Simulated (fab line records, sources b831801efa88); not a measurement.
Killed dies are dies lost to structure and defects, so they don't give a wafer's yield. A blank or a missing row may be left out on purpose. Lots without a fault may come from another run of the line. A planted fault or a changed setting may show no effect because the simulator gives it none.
fab line records | flow sky130
record lots=15 wafers=45 last_day=50
route steps=708 shown METAL4@601 PAD_OPEN@708
lots that met no fault: from a run of the same line without faults
start_h: hours from the record's first day to the start of the lot's first wafer shown | wait_h: hours since the lot's step before | " the same as in the row above | L1.1+2: a row that stands for several wafers | - no value, or no start given | * or withheld: withheld | < > ~ a bound
route shown NAME@n: a module of which the file shows steps, and the number in the route of the first | usual: mean/standard deviation of fault-free wafers | same: alike in all rows | chamber/n: place in a boat | sites: the reading at each site | _std_site: their standard deviation | _edge_site: outer sites' mean less inner sites' | radius_mm: how far each site lies from the wafer's centre | mask NAME#n: copy n | behind: the tool/chamber that last shaped the wafer | hold: why the lot was held/for how many hours/how that ended | device: the transistor (n, p or np) that didn't switch | end of line: the same wafers' tests at the end of the route | a step without rows: its recipe alone | killed: dies lost to structure and defects at the first sort, not the wafer's yield | map: a wafer's dies, x killed, . not, _ none there
set.NAME: the setting as run; set.NAME@STEP: as run at that earlier step | model.NAME: the simulator's own value behind a step, which no gauge read
steps of the route over a sample of lots; a table a step, a row a wafer
services: from which hour (start_h, from the record's first day; less than 0 if before it) a tool's chamber was out of use, for how many hours, and why
## steps
# step SKY_METAL4_SPUTTER_03
# recipe material=Ti target_thk_nm=5 power_w=3000 time_s=3.3 chamber_pressure_pa=0.4
# usual cathode_dc_power_W=2999.9/0.52 throttle_valve_pct=30.0/0.81
# columns lot.wafer tool chamber start_h wait_h cathode_dc_power_W throttle_valve_pct
L173.1 pvd_sputter-04 - 935.79 0.0 2999.2 30.3
L173.5 " - " " 3000.3 30.2
L173.6 " - " " 3000.2 30.6
L175.1 pvd_sputter-03 - 947.40 0.0 2999.6 29.5
L175.2 " - " " 3000.5 29.4
L175.6 " - " " 3000.4 31.1
L176.4 pvd_sputter-03 - 975.25 0.0 2999.5 29.2
L176.5 " - " " 2999.8 29.4
L176.6 " - " " 2999.7 29.4
L177.3 pvd_sputter-03 - 981.66 0.0 2999.9 31.2
L177.5 " - " " 3000.3 29.0
L177.6 " - " " 3000.7 31.4
L179.2 pvd_sputter-04 - 996.87 0.0 2999.0 30.1
L179.4 " - " " 3000.0 30.2
L179.5 " - " " 3000.4 30.8
L180.1 pvd_sputter-03 - 999.93 0.0 2999.2 28.9
L180.2 " - " " 2999.8 31.3
L180.5 " - " " 3000.0 29.5
L183.2 pvd_sputter-02 - 1014.02 0.0 2999.7 29.1
L183.4 " - " " 2999.8 31.0
L183.5 " - " " 2999.8 31.0
L181.2 pvd_sputter-02 - 1015.59 0.0 3000.0 29.1
L181.4 " - " " 3000.6 30.4
L181.6 " - " " 3000.4 30.6
L182.1 pvd_sputter-03 - 1017.26 0.0 2999.9 29.5
L182.2 " - " " 2998.7 31.2
L182.6 " - " " 3000.6 28.9
L185.2 pvd_sputter-02 - 1025.01 0.0 2999.6 31.0
L185.4 " - " " 2998.5 30.3
L185.5 " - " " 3000.4 30.2
L188.1 pvd_sputter-02 - 1034.49 0.0 2999.3 30.3
L188.5 " - " " 3001.1 30.3
L188.6 " - " " 2999.5 30.9
L190.2 pvd_sputter-03 - 1049.96 0.0 3110.3 29.6
L190.3 " - " " 3109.3 31.3
L190.4 " - " " 3110.6 29.6
L191.1 pvd_sputter-03 - 1061.55 0.0 3110.1 29.7
L191.3 " - " " 3109.1 29.9
L191.4 " - " " 3110.0 29.1
L192.2 pvd_sputter-04 - 1073.22 0.0 3000.4 30.2
L192.4 " - " " 3000.5 30.5
L192.5 " - " " 3000.0 29.1
L194.2 pvd_sputter-03 - 1075.77 0.0 3109.3 29.6
L194.4 " - " " 3110.2 31.4
L194.6 " - " " 3109.1 31.3
# step SKY_PAD_OPEN_PROBE_99
# usual defect_limited_yield=82.7/1.9 killed_at_M0_to_M3=43/6.8 killed_at_M4_up=3.0/1.8 killed_at_contacts=23/5.4 killed_at_front_end=15/4.4 killed_at_other=0.3/0.51 killed_dies=85/9.2 killed_open=47/6.8 killed_short=39/6.8 sort_bin_3_pad_short=0.8/0.43 sort_bin_5_function=10.3/1.5 sort_bin_6_memory=6.2/0.96 sort_n_pass=407/9.2 sort_yield_pct=82.7/1.9
# same gross_dies=492 killed_at_back_side=0 sort_bin_4_leakage[%]=0 sort_bin_8_speed[%]=0
# columns lot.wafer tool chamber start_h wait_h defect_limited_yield[%] killed_at_M0_to_M3 killed_at_M4_up killed_at_contacts killed_at_front_end killed_at_other killed_dies killed_open killed_short sort_bin_3_pad_short[%] sort_bin_5_function[%] sort_bin_6_memory[%] sort_n_pass sort_yield_pct[%]
L173.1 prober-01 - 1080.67 0.1 81.1 50 5 16 22 0 93 58 35 0.6 12.8 5.5 399 81.1
L173.5 prober-01 - 1080.87 0.2 86.0 32 1 23 13 0 69 40 29 0.6 8.9 4.5 423 86.0
L173.6 prober-01 - 1080.92 0.2 81.9 47 2 26 14 0 89 46 43 1.0 10.0 7.1 403 81.9
L176.4 prober-02 - 1113.02 0.2 85.4 29 1 20 21 1 72 32 40 0.8 8.7 5.1 420 85.4
L176.5 prober-02 - 1113.07 0.2 79.9 43 6 34 16 0 99 54 45 1.6 12.2 6.3 393 79.9
L176.6 prober-02 - 1113.12 0.2 83.3 35 2 33 12 0 82 40 42 1.0 8.9 6.7 410 83.3
L177.3 prober-01 - 1118.18 0.2 82.9 45 2 23 14 0 84 45 39 0.6 10.4 6.1 408 82.9
L177.5 prober-01 - 1118.28 0.2 83.5 39 1 17 24 0 81 43 38 0.2 10.4 5.9 411 83.5
L177.6 prober-01 - 1118.33 0.2 80.7 48 3 20 22 2 95 59 36 1.6 10.4 7.3 397 80.7
L185.2 prober-01 - 1155.89 0.1 82.7 42 5 29 9 0 85 42 42 1.4 10.0 5.9 407 82.7
L185.4 prober-01 - 1155.99 0.2 79.5 46 2 34 19 0 101 56 45 0.6 12.4 7.5 391 79.5
L185.5 prober-01 - 1156.04 0.2 82.9 36 2 36 9 1 84 43 40 0.8 11.0 5.3 408 82.9
L188.1 prober-02 - 1164.28 0.1 84.1 44 2 17 15 0 78 47 31 0.2 9.8 5.9 414 84.1
L188.5 prober-02 - 1164.48 0.2 85.2 37 1 22 13 0 73 43 30 0.2 9.3 5.3 419 85.2
L188.6 prober-02 - 1164.53 0.2 83.7 46 1 19 14 0 80 30 50 1.4 9.8 5.1 412 83.7
L190.2 prober-02 - 1176.48 0.1 79.7 56 1 26 17 0 100 45 55 1.2 13.0 6.1 392 79.7
L190.3 prober-02 - 1176.53 0.2 80.3 46 2 25 24 0 97 51 46 1.0 11.0 7.7 395 80.3
L190.4 prober-02 - 1176.58 0.2 79.5 47 6 27 21 0 101 56 45 0.4 11.2 8.9 391 79.5
L192.2 prober-02 - 1191.59 0.1 82.3 36 4 27 19 1 87 41 46 0.4 11.4 5.9 405 82.3
L192.4 prober-02 - 1191.69 0.2 82.7 42 4 19 20 0 85 50 35 0.8 11.0 5.5 407 82.7
L192.5 prober-02 - 1191.74 0.2 83.7 40 2 24 14 0 80 54 26 0.2 9.3 6.7 412 83.7
L194.2 prober-01 - 1194.18 0.1 84.6 38 5 22 11 0 76 44 32 0.6 9.1 5.7 416 84.6
L194.4 prober-01 - 1194.28 0.2 81.9 55 2 22 8 2 89 53 36 0.8 10.2 7.1 403 81.9
L194.6 prober-01 - 1194.38 0.2 83.5 40 3 27 11 0 81 47 34 0.2 11.6 4.7 411 83.5
# killed by level:class
L173.1 VIA1:geometric_particle:open=15 VIA2:geometric_particle:open=9 CONTACT:geometric_particle:open=7 FIELD_ISO:geometric_particle:open=6 POLY_GATE:geometric_particle:short=6 LI_CONTACT:geometric_particle:open=6 VIA1:geometric_particle:short=5 METAL2:geometric_particle:short=5
L173.5 VIA1:geometric_particle:open=10 CONTACT:geometric_particle:open=6 CONTACT:geometric_particle:short=6 VIA3:geometric_particle:open=5 LI_CONTACT:geometric_particle:open=4 METAL2:geometric_particle:short=4 FIELD_ISO:geometric_particle:short=3 FIELD_ISO:geometric_particle:open=3
L173.6 VIA1:geometric_particle:open=10 LI_CONTACT:geometric_particle:open=9 CONTACT:geometric_particle:open=8 VIA2:geometric_particle:open=8 FIELD_ISO:geometric_particle:short=7 VIA1:geometric_particle:short=7 METAL3:geometric_particle:short=6 VIA3:geometric_particle:open=5
L176.4 FIELD_ISO:geometric_particle:short=8 VIA1:geometric_particle:open=8 LI_CONTACT:geometric_particle:open=6 CONTACT:geometric_particle:open=6 POLY_GATE:geometric_particle:short=5 CONTACT:geometric_particle:short=5 METAL1:geometric_particle:short=5 METAL2:geometric_particle:short=5
L176.5 LI_CONTACT:geometric_particle:open=13 VIA1:geometric_particle:open=13 LOCAL_INTERCONNECT:geometric_particle:short=7 CONTACT:geometric_particle:open=7 VIA2:geometric_particle:open=6 LI_CONTACT:geometric_particle:short=5 FIELD_ISO:geometric_particle:open=4 METAL2:geometric_particle:short=4
L176.6 LI_CONTACT:geometric_particle:open=11 METAL1:geometric_particle:short=10 LOCAL_INTERCONNECT:geometric_particle:short=7 CONTACT:geometric_particle:open=6 METAL2:geometric_particle:short=6 FIELD_ISO:geometric_particle:open=5 VIA2:geometric_particle:open=5 CONTACT:geometric_particle:short=5
L177.3 VIA1:geometric_particle:open=10 LI_CONTACT:geometric_particle:open=8 VIA2:geometric_particle:open=8 METAL1:geometric_particle:short=7 CONTACT:geometric_particle:open=6 VIA3:geometric_particle:open=5 FIELD_ISO:geometric_particle:short=4 POLY_GATE:geometric_particle:short=4
L177.5 VIA1:geometric_particle:open=11 POLY_GATE:geometric_particle:short=9 CONTACT:geometric_particle:open=7 VIA2:geometric_particle:short=5 METAL2:geometric_particle:open=4 METAL2:geometric_particle:short=4 VIA2:geometric_particle:open=4 VIA3:geometric_particle:open=4
L177.6 VIA1:geometric_particle:open=15 VIA2:geometric_particle:open=9 FIELD_ISO:geometric_particle:open=8 LI_CONTACT:geometric_particle:open=7 CONTACT:geometric_particle:open=6 VIA1:geometric_particle:short=5 VIA2:geometric_particle:short=5 VIA3:geometric_particle:open=5
L185.2 LI_CONTACT:geometric_particle:open=9 VIA3:geometric_particle:open=8 VIA1:geometric_particle:open=8 LI_CONTACT:geometric_particle:short=7 VIA2:geometric_particle:open=7 CONTACT:geometric_particle:open=6 VIA3:geometric_particle:short=5 FIELD_ISO:geometric_particle:short=4
L185.4 CONTACT:geometric_particle:open=17 METAL1:geometric_particle:short=8 VIA3:geometric_particle:open=7 VIA1:geometric_particle:open=7 LI_CONTACT:geometric_particle:open=7 POLY_GATE:geometric_particle:short=6 POLY_GATE:geometric_particle:open=6 METAL2:geometric_particle:short=6
L185.5 VIA3:geometric_particle:open=9 LI_CONTACT:geometric_particle:open=9 CONTACT:geometric_particle:open=8 LOCAL_INTERCONNECT:geometric_particle:short=6 CONTACT:geometric_particle:short=6 LI_CONTACT:geometric_particle:short=5 VIA1:geometric_particle:open=5 VIA1:geometric_particle:short=4
L188.1 VIA1:geometric_particle:open=17 CONTACT:geometric_particle:open=8 FIELD_ISO:geometric_particle:short=5 METAL1:geometric_particle:short=5 VIA2:geometric_particle:open=5 FIELD_ISO:geometric_particle:open=4 POLY_GATE:geometric_particle:short=4 LI_CONTACT:geometric_particle:open=4
L188.5 VIA2:geometric_particle:open=13 VIA1:geometric_particle:open=7 METAL2:geometric_particle:short=6 LI_CONTACT:geometric_particle:open=6 CONTACT:geometric_particle:open=6 CONTACT:geometric_particle:short=5 METAL1:geometric_particle:short=4 LOCAL_INTERCONNECT:geometric_particle:open=4
L188.6 METAL1:geometric_particle:short=13 VIA1:geometric_particle:short=9 FIELD_ISO:geometric_particle:short=7 VIA1:geometric_particle:open=7 LI_CONTACT:geometric_particle:short=5 LI_CONTACT:geometric_particle:open=5 CONTACT:geometric_particle:short=4 METAL2:geometric_particle:open=4
L190.2 CONTACT:geometric_particle:open=10 METAL1:geometric_particle:short=10 VIA1:geometric_particle:open=10 VIA2:geometric_particle:open=10 POLY_GATE:geometric_particle:short=9 LI_CONTACT:geometric_particle:open=8 METAL2:geometric_particle:short=6 VIA1:geometric_particle:short=5
L190.3 POLY_GATE:geometric_particle:open=10 METAL1:geometric_particle:short=10 VIA1:geometric_particle:open=10 VIA2:geometric_particle:open=7 CONTACT:geometric_particle:open=6 VIA3:geometric_particle:open=6 FIELD_ISO:geometric_particle:short=5 POLY_GATE:geometric_particle:short=5
L190.4 CONTACT:geometric_particle:open=9 LI_CONTACT:geometric_particle:open=8 METAL1:geometric_particle:short=8 VIA3:geometric_particle:open=8 VIA1:geometric_particle:open=7 VIA2:geometric_particle:open=7 FIELD_ISO:geometric_particle:short=5 LOCAL_INTERCONNECT:geometric_particle:short=5
L192.2 CONTACT:geometric_particle:open=12 METAL2:geometric_particle:short=8 LI_CONTACT:geometric_particle:open=6 VIA1:geometric_particle:open=6 CONTACT:geometric_particle:short=5 METAL1:geometric_particle:short=5 FIELD_ISO:geometric_particle:open=4 POLY_GATE:geometric_particle:short=4
L192.4 VIA1:geometric_particle:open=13 POLY_GATE:geometric_particle:open=7 CONTACT:geometric_particle:open=7 METAL2:geometric_particle:short=6 VIA3:geometric_particle:open=6 POLY_GATE:geometric_particle:short=5 VIA2:geometric_particle:open=5 VIA1:geometric_particle:short=4
L192.5 VIA1:geometric_particle:open=12 CONTACT:geometric_particle:open=10 VIA2:geometric_particle:open=7 VIA3:geometric_particle:open=7 POLY_GATE:geometric_particle:open=5 LI_CONTACT:geometric_particle:open=5 METAL1:geometric_particle:short=5 FIELD_ISO:geometric_particle:open=3
L194.2 VIA1:geometric_particle:open=12 CONTACT:geometric_particle:open=8 VIA2:geometric_particle:open=8 LI_CONTACT:geometric_particle:short=6 LI_CONTACT:geometric_particle:open=5 METAL1:geometric_particle:short=5 VIA1:geometric_particle:short=5 POLY_GATE:geometric_particle:open=3
L194.4 VIA1:geometric_particle:open=18 VIA2:geometric_particle:open=9 LI_CONTACT:geometric_particle:open=8 VIA3:geometric_particle:open=8 METAL1:geometric_particle:short=6 LI_CONTACT:geometric_particle:short=5 LOCAL_INTERCONNECT:geometric_particle:short=5 CONTACT:geometric_particle:open=4
L194.6 VIA1:geometric_particle:open=13 CONTACT:geometric_particle:open=10 VIA1:geometric_particle:short=8 LI_CONTACT:geometric_particle:open=6 VIA3:geometric_particle:open=5 LI_CONTACT:geometric_particle:short=4 CONTACT:geometric_particle:short=4 VIA2:geometric_particle:open=3
## services
# columns tool chamber start_h hours kind
pvd_sputter-04 - 1022.26 1.9 repair
pvd_sputter-03 - 1045.19 1.1 repair
## key
first_sign step=SKY_METAL4_SPUTTER_03 reading=cathode_dc_power_W direction=up sigmas=99+ usual=2999.9 struck=3109.8
effect none on later readings
met_at SKY_METAL4_SPUTTER_03
struck_lots L190,L191,L194
onset_between 1017.26 1049.96
fault kind=process_parameter_drift tool=pvd_sputter-03 chamber=- onset_h=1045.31 steps=SKY_METAL4_SPUTTER_03 channel=power_w offset=* shape=step end_h=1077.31 acts_in=* stated=*
